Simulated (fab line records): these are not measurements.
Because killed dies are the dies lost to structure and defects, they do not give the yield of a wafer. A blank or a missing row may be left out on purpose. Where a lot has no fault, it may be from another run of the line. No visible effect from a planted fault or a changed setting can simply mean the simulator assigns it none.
Which tool was responsible? | flow sky130 | at 1 step of a route of 708, 7 lots with 21 wafers sampled

== WHAT THE GAUGES READ, wafer by wafer ==
SKY_SONOS_ONO_THK_MEAS_03.
lot  | measured     | on            | SONOS_ONO_CVD_02_THK (nm)
L920 | day 11 20:59 | film-metro-02 | 10.57 10.62 10.78
L924 | day 13 08:02 | film-metro-04 | 10.63 10.63 10.77
L926 | day 14 05:40 | film-metro-04 | 10.36 10.37 10.43
L928 | day 14 15:41 | film-metro-02 | 10.27 10.25 10.19
L930 | day 15 06:16 | film-metro-04 | 10.38 10.27 10.14
L939 | day 18 04:02 | film-metro-04 | 10.24 10.23 10.26
L941 | day 18 21:38 | film-metro-03 | 10.61 10.58 10.79

== WHAT TOOL EACH LOT RAN ON (gives the tool, then ch and the chambers of the sampled wafers, and finally the start) ==
The record holds no process step before these readings.

== THE ANSWER, worked out from the rows above alone ==
Rule: the lots themselves supply what counts as usual. The widest of any qualifying gaps counts: lots, ordered by their means at a reading, are off when they make up no more than a third of the lots, leave a main group of 4 or more, and stand apart from it by 3 or more times the standard deviation of that group's means. A main group whose means are all the same, to the digits that the tables above print for the reading, isn't used. A lot without any number at a reading at which 4 lots or more have one is off too. The other lots that the step has rows for count as sound.
Nothing can be told from this: no lot is off at any reading shown.

== WHAT THE SIMULATOR HAD INSERTED ==
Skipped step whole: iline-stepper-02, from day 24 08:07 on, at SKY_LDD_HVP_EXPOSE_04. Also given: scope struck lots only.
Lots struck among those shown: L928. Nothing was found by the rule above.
